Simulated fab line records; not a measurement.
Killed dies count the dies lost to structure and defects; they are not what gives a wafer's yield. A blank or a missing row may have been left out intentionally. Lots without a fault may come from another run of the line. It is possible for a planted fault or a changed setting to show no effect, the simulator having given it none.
Matching of chambers / flow sky130 / cmp-01 running SKY_VIA3_CMP_02: 4 sister chambers
The step polishes SiO2. 8 wafers are shown with their chamber, then 8 later ones without.

WAFERS PAIRED WITH THEIR CHAMBERS
wafer=L380.2; chamber=1; motor-current-A (A)=14.4
wafer=L391.1; chamber=0; motor-current-A (A)=14.1
wafer=L391.2; chamber=3; motor-current-A (A)=11.8
wafer=L391.3; chamber=2; motor-current-A (A)=12.6
wafer=L394.1; chamber=3; motor-current-A (A)=11.3
wafer=L394.3; chamber=1; motor-current-A (A)=13.9
wafer=L394.5; chamber=0; motor-current-A (A)=13.9
wafer=L395.4; chamber=2; motor-current-A (A)=12.7

WAFERS MISSING THEIR CHAMBER
wafer=L395.5; motor-current-A (A)=14.5
wafer=L395.6; motor-current-A (A)=11.1
wafer=L397.1; motor-current-A (A)=13.2
wafer=L397.2; motor-current-A (A)=11.4
wafer=L397.6; motor-current-A (A)=14.3
wafer=L396.3; motor-current-A (A)=14.0
wafer=L396.5; motor-current-A (A)=14.4
wafer=L396.6; motor-current-A (A)=14.2

WHICH CHAMBER EACH WENT THROUGH
wafer=L395.5; from the rows above=can't be placed: 1 or 0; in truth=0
wafer=L395.6; from the rows above=3; in truth=3
wafer=L397.1; from the rows above=can't be placed: 2 or 0 or 1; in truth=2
wafer=L397.2; from the rows above=3; in truth=3
wafer=L397.6; from the rows above=can't be placed: 1 or 0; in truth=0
wafer=L396.3; from the rows above=can't be placed: 0 or 1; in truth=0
wafer=L396.5; from the rows above=can't be placed: 1 or 0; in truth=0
wafer=L396.6; from the rows above=can't be placed: 1 or 0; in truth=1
Placed correctly: 2 of 8. From these rows, 6 cannot be placed; in 6 the true chamber is one of the candidates. Number placed wrongly: 0.
How it was worked out, from the rows above alone: a wafer's distance from a chamber is the root of the sum, over the readings, of the square of ((its reading less the chamber's mean) divided by the reading's scatter). The wafer belongs to the nearest chamber; if the next one is less than 2 further off, it can't be placed. For every chamber, the mean is computed from those of its wafers that are shown. The scatter is the square root of a quotient: the sum, over the shown wafers, of each reading's squared deviation from its chamber's mean, divided by wafers minus chambers.
